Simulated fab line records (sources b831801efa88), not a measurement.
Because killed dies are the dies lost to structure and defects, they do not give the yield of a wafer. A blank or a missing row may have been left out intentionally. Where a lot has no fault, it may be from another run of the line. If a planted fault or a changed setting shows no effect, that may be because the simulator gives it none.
One fault through the eyes of 2 desks || flow gf180mcu || every desk sees just its own numbers, and what lay behind them comes last

DESK OF THE TOOL OWNER: rie_metal-04
The tool's own readings at GF_M4_METAL_ETCH_16 (etches the open film in Cl2/BCl3, stops on SiO2, target depth 627.5 nm, time 104.6 s): means of the sampled wafers that have a number, for each lot that ran on this tool. Any lot whose mean is over 4 standard deviations away from the usual mean is out of limits and marked OUT; that distance is given in the brackets.
Columns: A = bias_w at GF_M4_METAL_ETCH_16, usual 140.0 W; B = drypump_motor_current_A at GF_M4_METAL_ETCH_16, usual 5.41 A; C = oes_product_au at GF_M4_METAL_ETCH_16, usual 0.972 a.u.; D = throttle_valve_pct at GF_M4_METAL_ETCH_16, usual 28.249 %
{"lot": "L824", "first seen here": "day 23 14:33", "A": 139.7, "B": 5.29, "C": 0.970, "D": 28.259}
{"lot": "L829", "first seen here": "day 25 14:11", "A": 140.1, "B": 5.30, "C": 0.972, "D": 28.242}
{"lot": "L831", "first seen here": "day 26 03:04", "A": 140.0, "B": 5.30, "C": 0.972, "D": 28.248}
{"lot": "L839", "first seen here": "day 28 22:15", "A": 140.0, "B": 5.37, "C": 0.971, "D": 28.251}
{"lot": "L841", "first seen here": "day 29 06:41", "A": 139.8, "B": 5.30, "C": 0.975, "D": 28.246}
{"lot": "L844", "first seen here": "day 30 07:15", "A": 140.3, "B": 5.28, "C": 0.975, "D": 28.259}
{"lot": "L846", "first seen here": "day 30 11:17", "A": 140.4, "B": 5.27, "C": 0.971, "D": 28.251}
This desk's verdict: no lot among the 7 shows anything out of limits.

METROLOGY DESK
Means of the sampled wafers that have a number, per lot and without regard to the tool the lot ran on: this is what the gauges read. Any lot whose mean is over 4 standard deviations away from the usual mean is out of limits and marked OUT; that distance is given in the brackets.
Columns: A = V5_BOW at GF_V5_BOW_MEAS_05, usual 135 um; B = PASSIVATION_CVD_02_THK at GF_PASSIVATION_THK_MEAS_03, usual 702 nm
{"lot": "L823", "first seen here": "day 26 04:55", "A": 145, "B": 706}
{"lot": "L824", "first seen here": "day 26 11:17", "A": 125, "B": 705}
{"lot": "L825", "first seen here": "day 26 23:16", "A": 141, "B": 702}
{"lot": "L827", "first seen here": "day 27 18:44", "A": 137, "B": 701}
{"lot": "L829", "first seen here": "day 28 09:02", "A": 121, "B": 707}
{"lot": "L831", "first seen here": "day 28 19:26", "A": 135, "B": 704}
{"lot": "L836", "first seen here": "day 30 09:13", "A": 134, "B": 703}
{"lot": "L839", "first seen here": "day 31 10:20", "A": 148, "B": 709}
{"lot": "L840", "first seen here": "day 31 12:05", "A": 140, "B": 715}
{"lot": "L841", "first seen here": "day 31 17:23", "A": 135, "B": 696}
{"lot": "L843", "first seen here": "day 32 06:37", "A": 137, "B": 699}
{"lot": "L844", "first seen here": "day 32 16:49", "A": 144, "B": 704}
{"lot": "L846", "first seen here": "day 32 20:55", "A": 129, "B": 698}
This desk's verdict: no lot among the 13 shows anything out of limits.

BROUGHT TOGETHER
Nothing out of limits was seen by the tool owner's desk.
Metrology desk: nothing out of limits seen.

WHAT HAD BEEN PUT IN BY THE SIMULATOR
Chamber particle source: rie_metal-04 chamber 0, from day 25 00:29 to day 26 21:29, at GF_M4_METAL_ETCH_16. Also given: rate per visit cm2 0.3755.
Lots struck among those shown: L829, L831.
